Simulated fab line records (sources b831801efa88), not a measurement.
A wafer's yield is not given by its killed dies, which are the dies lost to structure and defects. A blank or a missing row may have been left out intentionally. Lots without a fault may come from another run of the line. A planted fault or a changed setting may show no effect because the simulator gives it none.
fab line records -- flow gf180mcu
record lots=24, wafers=72, last_day=34
route steps=602 shown M4@470 V4@499 V5@557 TOP_METAL@573
lots untouched by any fault: they come from a run of this same line in which no faults occurred
start_h: hours from the record's first day to the start of the lot's first wafer shown -- wait_h: hours from the lot's prior step to this one -- " identical to the entry in the row above -- L1.1+2: several wafers, shown together as one row -- - no value present, or no start provided -- * or withheld: withheld -- < > ~ a bound
route shown NAME@n: names a module that has steps shown in the file, with the first one's number in the route -- usual: mean and standard deviation over wafers with no fault -- same: alike in all rows -- chamber/n: place in a boat -- sites: each site's reading -- _std_site: their standard deviation -- _edge_site: mean of outer sites minus mean of inner sites -- radius_mm: how far each site lies from the wafer's centre -- mask NAME#n: copy n -- behind: the most recent tool/chamber to have shaped the wafer -- hold: what put the lot on hold/how long, in hours/how the hold closed -- device: which transistor (n, p or np) failed to switch -- end of line: the tests these same wafers got at the end of their route -- for a step that has no rows: nothing shown but its recipe -- killed: not the wafer's yield, but the dies lost to structure and defects at the first sort -- map: dies across one wafer; x = killed, . = not, _ = none there
set.NAME: setting as actually run; set.NAME@STEP: the setting as run at that earlier step -- model.NAME: the simulator's own value behind a step, which no gauge read
the route's steps for a sample of lots (tables are steps, rows are wafers)
services: a tool's chamber out of use, with start hour (start_h, from the record's first day; less than 0 if before it), hours out, and reason
## steps
# step GF_M4_CD_MEAS_14
# recipe target_cd_nm=280
# usual cd_nm=280.0/1
lot.wafer,tool,chamber,start_h,wait_h,cd_nm
L074.1,cd_sem-01,-,534.55,0.1,280.2
L074.4,cd_sem-01,-,534.55,0.1,280.4
L074.5,cd_sem-01,-,534.55,0.1,280.9
L075.3,cd_sem-01,-,547.29,0.1,278.6
L075.5,cd_sem-01,-,547.29,0.1,279.4
L075.6,cd_sem-01,-,547.29,0.1,278.2
L076.2,cd_sem-02,-,550.27,0.1,281.5
L076.4,cd_sem-02,-,550.27,0.1,282.0
L076.5,cd_sem-02,-,550.27,0.1,282.7
L077.1,cd_sem-01,-,566.35,0.1,281.9
L077.2,cd_sem-01,-,566.35,0.1,281.3
L077.4,cd_sem-01,-,566.35,0.1,282.1
L078.1,cd_sem-01,-,578.07,0.1,279.4
L078.2,cd_sem-01,-,578.07,0.1,280.2
L078.4,cd_sem-01,-,578.07,0.1,279.6
L079.1,cd_sem-01,-,579.62,0.1,280.8
L079.2,cd_sem-01,-,579.62,0.1,279.8
L079.4,cd_sem-01,-,579.62,0.1,279.9
L080.2,cd_sem-01,-,597.32,0.1,279.9
L080.5,cd_sem-01,-,597.32,0.1,279.3
L080.6,cd_sem-01,-,597.32,0.1,281.6
L081.1,cd_sem-02,-,597.60,0.1,280.4
L081.4,cd_sem-02,-,597.60,0.1,280.2
L081.6,cd_sem-02,-,597.60,0.1,279.7
L082.1,cd_sem-01,-,604.72,0.1,280.7
L082.4,cd_sem-01,-,604.72,0.1,279.9
L082.5,cd_sem-01,-,604.72,0.1,280.5
L083.1,cd_sem-01,-,615.10,0.1,279.5
L083.2,cd_sem-01,-,615.10,0.1,279.5
L083.4,cd_sem-01,-,615.10,0.1,279.5
L084.1,cd_sem-01,-,624.25,0.1,278.9
L084.4,cd_sem-01,-,624.25,0.1,279.3
L084.6,cd_sem-01,-,624.25,0.1,278.6
L085.2,cd_sem-01,-,628.44,0.1,280.6
L085.3,cd_sem-01,-,628.44,0.1,281.4
L085.4,cd_sem-01,-,628.44,0.1,281.6
L086.4,cd_sem-02,-,638.00,0.2,279.5
L086.5,cd_sem-02,-,638.00,0.2,281.1
L086.6,cd_sem-02,-,638.00,0.2,280.3
L087.1,cd_sem-02,-,641.72,0.1,281.2
L087.2,cd_sem-02,-,641.72,0.1,280.8
L087.3,cd_sem-02,-,641.72,0.1,280.0
L088.1,cd_sem-01,-,652.22,0.1,279.5
L088.2,cd_sem-01,-,652.22,0.1,279.5
L088.4,cd_sem-01,-,652.22,0.1,279.8
L089.3,cd_sem-02,-,661.93,0.1,280.4
L089.5,cd_sem-02,-,661.93,0.1,280.1
L089.6,cd_sem-02,-,661.93,0.1,281.1
L090.2,cd_sem-01,-,672.44,0.1,279.1
L090.4,cd_sem-01,-,672.44,0.1,278.2
L090.5,cd_sem-01,-,672.44,0.1,278.3
L091.1,cd_sem-01,-,673.10,0.1,278.6
L091.4,cd_sem-01,-,673.10,0.1,279.0
L091.6,cd_sem-01,-,673.10,0.1,279.3
L092.2,cd_sem-02,-,677.76,0.1,280.8
L092.4,cd_sem-02,-,677.76,0.1,278.8
L092.5,cd_sem-02,-,677.76,0.1,281.2
L093.1,cd_sem-01,-,688.24,0.1,280.0
L093.2,cd_sem-01,-,688.24,0.1,280.4
L093.5,cd_sem-01,-,688.24,0.1,280.4
L094.1,cd_sem-01,-,693.47,0.1,279.4
L094.4,cd_sem-01,-,693.47,0.1,279.8
L094.5,cd_sem-01,-,693.47,0.1,280.7
L095.1,cd_sem-01,-,697.55,0.1,279.3
L095.3,cd_sem-01,-,697.55,0.1,278.6
L095.6,cd_sem-01,-,697.55,0.1,278.7
L096.1,cd_sem-01,-,702.64,0.1,281.3
L096.5,cd_sem-01,-,702.64,0.1,280.0
L096.6,cd_sem-01,-,702.64,0.1,280.6
L097.2,cd_sem-01,-,711.47,0.1,279.9
L097.4,cd_sem-01,-,711.47,0.1,280.8
L097.6,cd_sem-01,-,711.47,0.1,280.1
# step GF_V4_CVD_23
# recipe material=W, target_thk_nm=350, time_s=104.9, temp_c=400, pressure_torr=40
# usual chamber_pressure_Torr=40.00/0.088, heater_power_outer_w=465/32, heater_power_w=780/37
lot.wafer,tool,chamber,start_h,wait_h,chamber_pressure_Torr,heater_power_outer_w,heater_power_w
L074.1,cvd_w-01,1,559.26,0.0,40.03,461,770
L074.4,cvd_w-01,0,559.26,0.0,39.76,435,716
L074.5,cvd_w-01,0,559.26,0.0,39.83,430,706
L075.3,cvd_w-02,1,572.21,0.2,40.05,508,806
L075.5,cvd_w-02,1,572.21,0.2,39.90,503,806
L075.6,cvd_w-02,1,572.21,0.2,40.13,513,802
L076.2,cvd_w-02,1,574.58,0.1,40.02,500,804
L076.4,cvd_w-02,1,574.58,0.1,40.15,506,804
L076.5,cvd_w-02,1,574.58,0.1,40.19,512,812
L077.1,cvd_w-02,1,590.60,0.0,39.98,506,825
L077.2,cvd_w-02,0,590.60,0.0,39.95,423,803
L077.4,cvd_w-02,1,590.60,0.0,39.97,506,820
L078.1,cvd_w-02,0,601.68,0.0,40.04,423,811
L078.2,cvd_w-02,1,601.68,0.0,40.08,523,800
L078.4,cvd_w-02,1,601.68,0.0,40.00,499,800
L079.1,cvd_w-02,1,602.95,0.0,40.04,517,803
L079.2,cvd_w-02,0,602.95,0.0,40.05,449,787
L079.4,cvd_w-02,1,602.95,0.0,39.95,510,785
L080.2,cvd_w-01,0,620.71,0.0,40.11,440,710
L080.5,cvd_w-01,1,620.71,0.0,39.82,462,787
L080.6,cvd_w-01,0,620.71,0.0,40.10,434,699
L081.1,cvd_w-02,0,621.18,0.0,40.20,429,816
L081.4,cvd_w-02,0,621.18,0.0,40.13,424,814
L081.6,cvd_w-02,1,621.18,0.0,40.04,520,792
L082.1,cvd_w-02,0,627.56,0.0,40.05,445,810
L082.4,cvd_w-02,0,627.56,0.0,40.20,431,791
L082.5,cvd_w-02,0,627.56,0.0,40.07,440,832
L083.1,cvd_w-01,1,639.11,0.0,40.10,460,780
L083.2,cvd_w-01,0,639.11,0.0,40.02,443,721
L083.4,cvd_w-01,0,639.11,0.0,39.94,433,724
L084.1,cvd_w-01,1,646.18,0.0,39.94,460,754
L084.4,cvd_w-01,0,646.18,0.0,39.99,445,747
L084.6,cvd_w-01,0,646.18,0.0,40.05,448,721
L085.2,cvd_w-01,0,650.70,0.0,40.05,440,715
L085.3,cvd_w-01,1,650.70,0.0,40.00,462,775
L085.4,cvd_w-01,0,650.70,0.0,39.98,434,709
L086.4,cvd_w-02,0,659.47,0.1,39.94,445,787
L086.5,cvd_w-02,1,659.47,0.1,39.83,529,809
L086.6,cvd_w-02,0,659.47,0.1,39.95,439,814
L087.1,cvd_w-01,0,663.78,0.0,40.12,455,723
L087.2,cvd_w-01,1,663.78,0.0,39.97,460,765
L087.3,cvd_w-01,0,663.78,0.0,39.99,437,733
L088.1,cvd_w-01,1,673.69,0.0,39.88,457,778
L088.2,cvd_w-01,0,673.69,0.0,39.88,431,721
L088.4,cvd_w-01,0,673.69,0.0,40.03,439,717
L089.3,cvd_w-02,1,683.60,0.1,40.00,511,806
L089.5,cvd_w-02,1,683.60,0.1,40.05,533,817
L089.6,cvd_w-02,0,683.60,0.1,40.06,432,786
L090.2,cvd_w-02,1,693.37,0.0,39.94,511,800
L090.4,cvd_w-02,0,693.37,0.0,40.03,436,814
L090.5,cvd_w-02,0,693.37,0.0,40.01,439,805
L091.1,cvd_w-01,0,693.46,0.0,39.74,431,750
L091.4,cvd_w-01,1,693.46,0.0,40.10,472,766
L091.6,cvd_w-01,0,693.46,0.0,40.06,445,734
L092.2,cvd_w-02,0,699.04,0.0,40.02,436,797
L092.4,cvd_w-02,1,699.04,0.0,40.02,502,821
L092.5,cvd_w-02,0,699.04,0.0,40.12,441,799
L093.1,cvd_w-01,1,708.68,0.0,39.88,452,790
L093.2,cvd_w-01,0,708.68,0.0,40.00,445,745
L093.5,cvd_w-01,1,708.68,0.0,39.94,464,785
L094.1,cvd_w-01,0,713.67,0.0,40.11,440,742
L094.4,cvd_w-01,0,713.67,0.0,39.99,437,747
L094.5,cvd_w-01,1,713.67,0.0,40.18,459,748
L095.1,cvd_w-01,1,718.19,0.0,39.86,470,754
L095.3,cvd_w-01,1,718.19,0.0,39.99,459,777
L095.6,cvd_w-01,1,718.19,0.0,39.94,459,797
L096.1,cvd_w-02,0,723.12,0.0,40.02,433,814
L096.5,cvd_w-02,0,723.12,0.0,40.08,438,831
L096.6,cvd_w-02,1,723.12,0.0,40.00,517,822
L097.2,cvd_w-01,1,731.64,0.0,39.98,461,780
L097.4,cvd_w-01,0,731.64,0.0,40.02,448,719
L097.6,cvd_w-01,0,731.64,0.0,40.01,445,716
# step GF_V4_THK_MEAS_25
# recipe thk_meas_gauge=xrf, reads=W_of_V4_CVD_23
# usual V4_W_THK=329/7.6
lot.wafer,tool,chamber,start_h,wait_h,V4_W_THK[nm]
L074.1,film_metro-02,-,559.50,0.1,328
L074.4,film_metro-02,-,559.50,0.1,327
L074.5,film_metro-02,-,559.50,0.1,326
L075.3,film_metro-02,-,572.50,0.1,340
L075.5,film_metro-02,-,572.50,0.1,334
L075.6,film_metro-02,-,572.50,0.1,336
L076.2,film_metro-02,-,574.90,0.1,337
L076.4,film_metro-02,-,574.90,0.1,334
L076.5,film_metro-02,-,574.90,0.1,341
L077.1,film_metro-02,-,590.83,0.1,341
L077.2,film_metro-02,-,590.83,0.1,328
L077.4,film_metro-02,-,590.83,0.1,335
L078.1,film_metro-01,-,601.92,0.1,329
L078.2,film_metro-01,-,601.92,0.1,336
L078.4,film_metro-01,-,601.92,0.1,338
L079.1,film_metro-02,-,603.18,0.1,336
L079.2,film_metro-02,-,603.18,0.1,325
L079.4,film_metro-02,-,603.18,0.1,336
L080.2,film_metro-04,-,620.95,0.1,323
L080.5,film_metro-04,-,620.95,0.1,327
L080.6,film_metro-04,-,620.95,0.1,325
L081.1,film_metro-01,-,621.41,0.1,321
L081.4,film_metro-01,-,621.41,0.1,325
L081.6,film_metro-01,-,621.41,0.1,335
L082.1,film_metro-04,-,627.79,0.1,330
L082.4,film_metro-04,-,627.79,0.1,328
L082.5,film_metro-04,-,627.79,0.1,327
L083.1,film_metro-02,-,639.34,0.1,322
L083.2,film_metro-02,-,639.34,0.1,322
L083.4,film_metro-02,-,639.34,0.1,320
L084.1,film_metro-02,-,646.41,0.1,318
L084.4,film_metro-02,-,646.41,0.1,319
L084.6,film_metro-02,-,646.41,0.1,318
L085.2,film_metro-04,-,650.95,0.1,325
L085.3,film_metro-04,-,650.95,0.1,329
L085.4,film_metro-04,-,650.95,0.1,327
L086.4,film_metro-04,-,659.70,0.1,335
L086.5,film_metro-04,-,659.70,0.1,344
L086.6,film_metro-04,-,659.70,0.1,336
L087.1,film_metro-01,-,664.01,0.1,323
L087.2,film_metro-01,-,664.01,0.1,326
L087.3,film_metro-01,-,664.01,0.1,318
L088.1,film_metro-02,-,673.92,0.1,322
L088.2,film_metro-02,-,673.92,0.1,322
L088.4,film_metro-02,-,673.92,0.1,319
L089.3,film_metro-04,-,683.82,0.1,341
L089.5,film_metro-04,-,683.82,0.1,338
L089.6,film_metro-04,-,683.82,0.1,329
L090.2,film_metro-01,-,693.62,0.1,345
L090.4,film_metro-01,-,693.62,0.1,332
L090.5,film_metro-01,-,693.62,0.1,334
L091.1,film_metro-02,-,693.70,0.1,324
L091.4,film_metro-02,-,693.70,0.1,324
L091.6,film_metro-02,-,693.70,0.1,322
L092.2,film_metro-04,-,699.28,0.1,334
L092.4,film_metro-04,-,699.28,0.1,342
L092.5,film_metro-04,-,699.28,0.1,333
L093.1,film_metro-01,-,708.91,0.1,318
L093.2,film_metro-01,-,708.91,0.1,321
L093.5,film_metro-01,-,708.91,0.1,318
L094.1,film_metro-04,-,713.91,0.1,327
L094.4,film_metro-04,-,713.91,0.1,325
L094.5,film_metro-04,-,713.91,0.1,329
L095.1,film_metro-02,-,718.43,0.1,317
L095.3,film_metro-02,-,718.43,0.1,322
L095.6,film_metro-02,-,718.43,0.1,313
L096.1,film_metro-04,-,723.35,0.1,329
L096.5,film_metro-04,-,723.35,0.1,326
L096.6,film_metro-04,-,723.35,0.1,335
L097.2,film_metro-04,-,731.88,0.1,321
L097.4,film_metro-04,-,731.88,0.1,321
L097.6,film_metro-04,-,731.88,0.1,323
# step GF_V5_ETCH_17
# recipe chemistry=C4F8/O2/Ar, mask_material=KrF, target=SiO2, stop_on=TiN, source_w=1500, bias_w=1200, pressure_mtorr=40, c4f8_flow_sccm=withheld, O2_flow_sccm=6, Ar_flow_sccm=300, time_s=withheld, target_depth_a=8550
# usual chamber_pressure_mTorr=40.00/0.036, oes_product_au=0.859/0.0046
lot.wafer,tool,chamber,start_h,wait_h,chamber_pressure_mTorr,oes_product_au
L074.1,rie_diel-02,0,-,-,40.02,0.859
L074.4,rie_diel-02,2,-,-,39.98,0.854
L074.5,rie_diel-02,1,-,-,40.01,0.855
L075.3,rie_diel-04,2,-,-,39.96,0.859
L075.5,rie_diel-04,1,-,-,39.99,0.864
L075.6,rie_diel-04,0,-,-,40.02,0.860
L076.2,rie_diel-02,1,-,-,40.02,0.854
L076.4,rie_diel-02,0,-,-,39.98,0.856
L076.5,rie_diel-02,1,-,-,39.96,0.855
L077.1,rie_diel-04,1,-,-,39.99,0.856
L077.2,rie_diel-04,0,-,-,39.97,0.862
L077.4,rie_diel-04,2,-,-,40.02,0.862
L078.1,rie_diel-04,2,-,-,40.01,0.857
L078.2,rie_diel-04,3,-,-,40.02,0.860
L078.4,rie_diel-04,0,-,-,40.00,0.861
L079.1,rie_diel-04,1,-,-,39.99,0.851
L079.2,rie_diel-04,3,-,-,40.02,0.858
L079.4,rie_diel-04,0,-,-,40.06,0.853
L081.1,rie_diel-04,0,-,-,39.97,0.862
L081.4,rie_diel-04,1,-,-,40.00,0.856
L081.6,rie_diel-04,3,-,-,40.01,0.863
L080.2,rie_diel-04,2,-,-,39.93,0.856
L080.5,rie_diel-04,2,-,-,39.99,0.856
L080.6,rie_diel-04,3,-,-,40.02,0.865
L082.1,rie_diel-02,0,-,-,40.07,0.853
L082.4,rie_diel-02,1,-,-,40.03,0.856
L082.5,rie_diel-02,2,-,-,39.97,0.847
L083.1,rie_diel-01,2,-,-,39.97,0.866
L083.2,rie_diel-01,3,-,-,39.99,0.858
L083.4,rie_diel-01,1,-,-,40.00,0.859
L084.1,rie_diel-04,2,-,-,40.01,0.861
L084.4,rie_diel-04,1,-,-,39.99,0.858
L084.6,rie_diel-04,0,-,-,40.00,0.864
L085.2,rie_diel-02,0,-,-,39.99,0.853
L085.3,rie_diel-02,3,-,-,40.02,0.867
L085.4,rie_diel-02,2,-,-,40.03,0.857
L086.4,rie_diel-01,3,-,-,39.99,0.858
L086.5,rie_diel-01,0,-,-,40.01,0.869
L086.6,rie_diel-01,1,-,-,40.02,0.865
L087.1,rie_diel-01,1,-,-,40.00,0.862
L087.2,rie_diel-01,2,-,-,40.01,0.860
L087.3,rie_diel-01,0,-,-,39.97,0.863
L088.1,rie_diel-02,3,-,-,39.95,0.860
L088.2,rie_diel-02,2,-,-,40.01,0.873
L088.4,rie_diel-02,3,-,-,40.05,0.857
L089.3,rie_diel-04,0,-,-,39.99,0.859
L089.5,rie_diel-04,3,-,-,40.02,0.853
L089.6,rie_diel-04,2,-,-,40.04,0.859
L090.2,rie_diel-02,2,-,-,40.00,0.851
L090.4,rie_diel-02,3,-,-,39.97,0.860
L090.5,rie_diel-02,2,-,-,40.03,0.857
L091.1,rie_diel-01,1,-,-,39.98,0.863
L091.4,rie_diel-01,3,-,-,40.00,0.866
L091.6,rie_diel-01,1,-,-,39.99,0.856
L092.2,rie_diel-04,0,-,-,40.03,0.858
L092.4,rie_diel-04,1,-,-,39.93,0.856
L092.5,rie_diel-04,2,-,-,40.00,0.860
L093.1,rie_diel-04,3,-,-,40.00,0.868
L093.2,rie_diel-04,1,-,-,39.96,0.855
L093.5,rie_diel-04,0,-,-,40.01,0.861
L094.1,rie_diel-01,3,-,-,40.05,0.864
L094.4,rie_diel-01,0,-,-,40.08,0.860
L094.5,rie_diel-01,1,-,-,40.00,0.854
L095.1,rie_diel-04,1,-,-,40.08,0.854
L095.3,rie_diel-04,0,-,-,39.98,0.851
L095.6,rie_diel-04,1,-,-,40.06,0.868
L096.1,rie_diel-01,0,-,-,40.01,0.864
L096.5,rie_diel-01,3,-,-,40.04,0.865
L096.6,rie_diel-01,2,-,-,40.03,0.849
L097.2,rie_diel-01,2,-,-,40.00,0.858
L097.4,rie_diel-01,1,-,-,40.06,0.866
L097.6,rie_diel-01,3,-,-,39.99,0.859
# step GF_V5_SPUTTER_22
# recipe material=TiN, target_thk_nm=10, chamber_pressure_pa=5, power_w=4000, time_s=40
# usual throttle_valve_pct=30.3/1
lot.wafer,tool,chamber,start_h,wait_h,throttle_valve_pct
L074.1,pvd_sputter-03,-,625.53,0.0,31.7
L074.4,pvd_sputter-03,-,625.53,0.0,30.1
L074.5,pvd_sputter-03,-,625.53,0.0,30.0
L075.3,pvd_sputter-04,-,638.75,0.0,30.0
L075.5,pvd_sputter-04,-,638.75,0.0,30.1
L075.6,pvd_sputter-04,-,638.75,0.0,28.9
L076.2,pvd_sputter-04,-,640.04,0.0,29.8
L076.4,pvd_sputter-04,-,640.04,0.0,29.3
L076.5,pvd_sputter-04,-,640.04,0.0,28.9
L077.1,pvd_sputter-03,-,655.55,0.0,31.5
L077.2,pvd_sputter-03,-,655.55,0.0,30.3
L077.4,pvd_sputter-03,-,655.55,0.0,29.8
L078.1,pvd_sputter-04,-,665.41,0.0,29.9
L078.2,pvd_sputter-04,-,665.41,0.0,30.0
L078.4,pvd_sputter-04,-,665.41,0.0,29.1
L079.1,pvd_sputter-02,-,666.30,0.0,31.4
L079.2,pvd_sputter-02,-,666.30,0.0,28.6
L079.4,pvd_sputter-02,-,666.30,0.0,31.4
L081.1,pvd_sputter-02,-,682.57,0.0,31.0
L081.4,pvd_sputter-02,-,682.57,0.0,28.5
L081.6,pvd_sputter-02,-,682.57,0.0,31.1
L080.2,pvd_sputter-02,-,684.20,0.0,31.3
L080.5,pvd_sputter-02,-,684.20,0.0,30.3
L080.6,pvd_sputter-02,-,684.20,0.0,31.6
L082.1,pvd_sputter-04,-,689.30,0.0,30.1
L082.4,pvd_sputter-04,-,689.30,0.0,28.9
L082.5,pvd_sputter-04,-,689.30,0.0,29.9
L083.1,pvd_sputter-03,-,699.51,0.0,30.2
L083.2,pvd_sputter-03,-,699.51,0.0,30.0
L083.4,pvd_sputter-03,-,699.51,0.0,30.4
L084.1,pvd_sputter-02,-,705.55,0.0,31.5
L084.4,pvd_sputter-02,-,705.55,0.0,28.4
L084.6,pvd_sputter-02,-,705.55,0.0,31.4
L085.2,pvd_sputter-02,-,711.44,0.0,31.1
L085.3,pvd_sputter-02,-,711.44,0.0,30.3
L085.4,pvd_sputter-02,-,711.44,0.0,28.3
L086.4,pvd_sputter-04,-,718.68,0.0,29.3
L086.5,pvd_sputter-04,-,718.68,0.0,29.1
L086.6,pvd_sputter-04,-,718.68,0.0,29.9
L087.1,pvd_sputter-03,-,723.12,0.0,29.7
L087.2,pvd_sputter-03,-,723.12,0.0,31.6
L087.3,pvd_sputter-03,-,723.12,0.0,31.0
L088.1,pvd_sputter-02,-,732.35,0.0,28.8
L088.2,pvd_sputter-02,-,732.35,0.0,31.4
L088.4,pvd_sputter-02,-,732.35,0.0,31.2
L089.3,pvd_sputter-04,-,741.22,0.0,29.1
L089.5,pvd_sputter-04,-,741.22,0.0,30.1
L089.6,pvd_sputter-04,-,741.22,0.0,29.2
L090.2,pvd_sputter-02,-,749.88,0.0,31.4
L090.4,pvd_sputter-02,-,749.88,0.0,31.1
L090.5,pvd_sputter-02,-,749.88,0.0,31.5
L091.1,pvd_sputter-02,-,751.86,0.0,30.5
L091.4,pvd_sputter-02,-,751.86,0.0,31.6
L091.6,pvd_sputter-02,-,751.86,0.0,30.6
L092.2,pvd_sputter-04,-,754.40,0.0,29.7
L092.4,pvd_sputter-04,-,754.40,0.0,29.0
L092.5,pvd_sputter-04,-,754.40,0.0,29.3
L093.1,pvd_sputter-02,-,763.43,0.0,31.2
L093.2,pvd_sputter-02,-,763.43,0.0,30.4
L093.5,pvd_sputter-02,-,763.43,0.0,31.6
L094.1,pvd_sputter-03,-,767.51,0.0,29.6
L094.4,pvd_sputter-03,-,767.51,0.0,31.8
L094.5,pvd_sputter-03,-,767.51,0.0,30.0
L095.1,pvd_sputter-02,-,772.78,0.0,28.5
L095.3,pvd_sputter-02,-,772.78,0.0,31.5
L095.6,pvd_sputter-02,-,772.78,0.0,28.6
L096.1,pvd_sputter-02,-,776.86,0.0,28.7
L096.5,pvd_sputter-02,-,776.86,0.0,30.2
L096.6,pvd_sputter-02,-,776.86,0.0,31.6
L097.2,pvd_sputter-04,-,783.67,0.0,30.1
L097.4,pvd_sputter-04,-,783.67,0.0,29.1
L097.6,pvd_sputter-04,-,783.67,0.0,28.8
# step GF_TOP_METAL_THK_MEAS_06
# recipe thk_meas_gauge=xrf, reads=AlCu_of_TOP_METAL_SPUTTER_02
# usual TOP_METAL_ALCU_THK=890/11
lot.wafer,tool,chamber,start_h,wait_h,TOP_METAL_ALCU_THK[nm]
L074.1,film_metro-02,-,626.50,0.1,878
L074.4,film_metro-02,-,626.50,0.1,876
L074.5,film_metro-02,-,626.50,0.1,889
L075.3,film_metro-03,-,639.74,0.1,880
L075.5,film_metro-03,-,639.74,0.1,871
L075.6,film_metro-03,-,639.74,0.1,876
L076.2,film_metro-02,-,641.02,0.1,890
L076.4,film_metro-02,-,641.02,0.1,915
L076.5,film_metro-02,-,641.02,0.1,891
L077.1,film_metro-04,-,656.52,0.1,900
L077.2,film_metro-04,-,656.52,0.1,895
L077.4,film_metro-04,-,656.52,0.1,895
L078.1,film_metro-02,-,666.39,0.1,903
L078.2,film_metro-02,-,666.39,0.1,904
L078.4,film_metro-02,-,666.39,0.1,905
L079.1,film_metro-03,-,667.27,0.1,884
L079.2,film_metro-03,-,667.27,0.1,896
L079.4,film_metro-03,-,667.27,0.1,893
L081.1,film_metro-04,-,683.54,0.1,911
L081.4,film_metro-04,-,683.54,0.1,909
L081.6,film_metro-04,-,683.54,0.1,893
L080.2,film_metro-04,-,685.28,0.1,900
L080.5,film_metro-04,-,685.28,0.1,901
L080.6,film_metro-04,-,685.28,0.1,893
L082.1,film_metro-03,-,690.27,0.1,900
L082.4,film_metro-03,-,690.27,0.1,891
L082.5,film_metro-03,-,690.27,0.1,892
L083.1,film_metro-02,-,700.48,0.1,872
L083.2,film_metro-02,-,700.48,0.1,879
L083.4,film_metro-02,-,700.48,0.1,889
L084.1,film_metro-03,-,706.53,0.1,892
L084.4,film_metro-03,-,706.53,0.1,889
L084.6,film_metro-03,-,706.53,0.1,889
L085.2,film_metro-03,-,712.62,0.1,897
L085.3,film_metro-03,-,712.62,0.1,881
L085.4,film_metro-03,-,712.62,0.1,881
L086.4,film_metro-04,-,719.69,0.1,898
L086.5,film_metro-04,-,719.69,0.1,898
L086.6,film_metro-04,-,719.69,0.1,894
L087.1,film_metro-03,-,724.09,0.1,881
L087.2,film_metro-03,-,724.09,0.1,908
L087.3,film_metro-03,-,724.09,0.1,891
L088.1,film_metro-04,-,733.32,0.1,902
L088.2,film_metro-04,-,733.32,0.1,891
L088.4,film_metro-04,-,733.32,0.1,919
L089.3,film_metro-04,-,742.21,0.1,870
L089.5,film_metro-04,-,742.21,0.1,877
L089.6,film_metro-04,-,742.21,0.1,890
L090.2,film_metro-04,-,750.86,0.1,890
L090.4,film_metro-04,-,750.86,0.1,890
L090.5,film_metro-04,-,750.86,0.1,888
L091.1,film_metro-03,-,752.83,0.1,876
L091.4,film_metro-03,-,752.83,0.1,882
L091.6,film_metro-03,-,752.83,0.1,886
L092.2,film_metro-04,-,755.41,0.1,892
L092.4,film_metro-04,-,755.41,0.1,891
L092.5,film_metro-04,-,755.41,0.1,886
L093.1,film_metro-02,-,764.40,0.1,892
L093.2,film_metro-02,-,764.40,0.1,900
L093.5,film_metro-02,-,764.40,0.1,886
L094.1,film_metro-04,-,768.48,0.1,877
L094.4,film_metro-04,-,768.48,0.1,878
L094.5,film_metro-04,-,768.48,0.1,890
L095.1,film_metro-03,-,773.76,0.1,877
L095.3,film_metro-03,-,773.76,0.1,900
L095.6,film_metro-03,-,773.76,0.1,876
L096.1,film_metro-03,-,778.30,0.1,867
L096.5,film_metro-03,-,778.30,0.1,866
L096.6,film_metro-03,-,778.30,0.1,882
L097.2,film_metro-03,-,784.65,0.1,887
L097.4,film_metro-03,-,784.65,0.1,898
L097.6,film_metro-03,-,784.65,0.1,895
## services
tool,chamber,start_h,hours,kind
rie_diel-01,3,539.19,2.5,repair
rie_diel-04,0,546.44,2.9,repair
cvd_w-02,0,562.86,12.7,repair
cvd_w-01,-,569.55,2.8,pm
rie_diel-01,0,586.99,2.4,repair
pvd_sputter-03,-,608.51,2.6,repair
cvd_w-02,0,617.11,3.1,repair
pvd_sputter-02,-,644.04,1.8,repair
rie_diel-01,1,645.20,2.4,repair
pvd_sputter-03,-,648.55,2.0,repair
rie_diel-01,-,648.73,14.6,pm
cvd_w-01,-,669.65,3.8,pm
cvd_w-01,1,694.37,11.4,repair
pvd_sputter-03,-,695.63,1.8,repair
cvd_w-01,0,697.88,4.7,repair
pvd_sputter-03,-,703.59,0.7,repair
pvd_sputter-03,-,706.05,1.3,repair
rie_diel-02,2,722.79,2.2,repair
rie_diel-02,1,724.28,46.9,repair
pvd_sputter-02,0,735.48,-,consumable_replace:kit
pvd_sputter-02,0,735.48,18.0,scheduled_down
pvd_sputter-02,0,735.48,18.0,vent_cycle
pvd_sputter-03,-,749.01,15.2,repair
pvd_sputter-03,-,774.35,1.2,repair
## key
fault none
